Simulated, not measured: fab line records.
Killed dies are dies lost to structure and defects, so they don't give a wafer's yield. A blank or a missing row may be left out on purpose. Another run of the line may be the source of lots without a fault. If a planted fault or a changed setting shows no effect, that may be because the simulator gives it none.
Chamber matching ; flow sky130 ; SKY_VIA3_CMP_24 on cmp-02: 4 sister chambers
The step polishes, stops on SiO2, t overpolish 20 s, target thk 0 nm. 8 wafers are shown with their chamber, then 7 later ones without.

WAFERS, EACH WITH ITS CHAMBER
wafer;chamber;motor-current-A (A);overpolish-run-s (s)
L502.1;1;10.7;19.996
L505.3;2;11.1;20.006
L505.4;3;12.4;20.006
L509.3;3;11.7;19.986
L509.5;1;10.4;19.983
L509.6;2;11.1;20.006
L513.1;0;12.7;20.014
L513.5;0;12.7;20.014

WAFERS WITHOUT THEIR CHAMBER
wafer;motor-current-A (A);overpolish-run-s (s)
L513.6;10.5;19.993
L522.2;11.9;19.985
L522.3;10.3;20.002
L522.4;12.5;19.981
L524.1;10.5;20.010
L524.3;10.6;19.998
L524.5;13.2;20.003

EACH ONE'S CHAMBER
wafer;from the rows above;in truth
L513.6;1;1
L522.2;3;3
L522.3;can't be placed: 1 or 2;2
L522.4;can't be placed: 3 or 0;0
L524.1;can't be placed: 2 or 1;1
L524.3;can't be placed: 1 or 2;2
L524.5;0;0
3 of 7 placed correctly. Cannot be placed on the basis of these rows: 4; the candidates contain the true chamber in 4. Number placed wrongly: 0.
How it was worked out, from the rows above alone: a wafer's distance from a chamber is the root of the sum, over the readings, of the square of ((its reading less the chamber's mean) divided by the reading's scatter). If the next closest chamber is less than 2 further off than the closest, the wafer can't be placed; otherwise it belongs to the closest. Each chamber's mean is taken over the wafers shown for it. The scatter: the root of (the sum of the squares of (reading less its chamber's mean) over the shown wafers, divided by (wafers less chambers)).
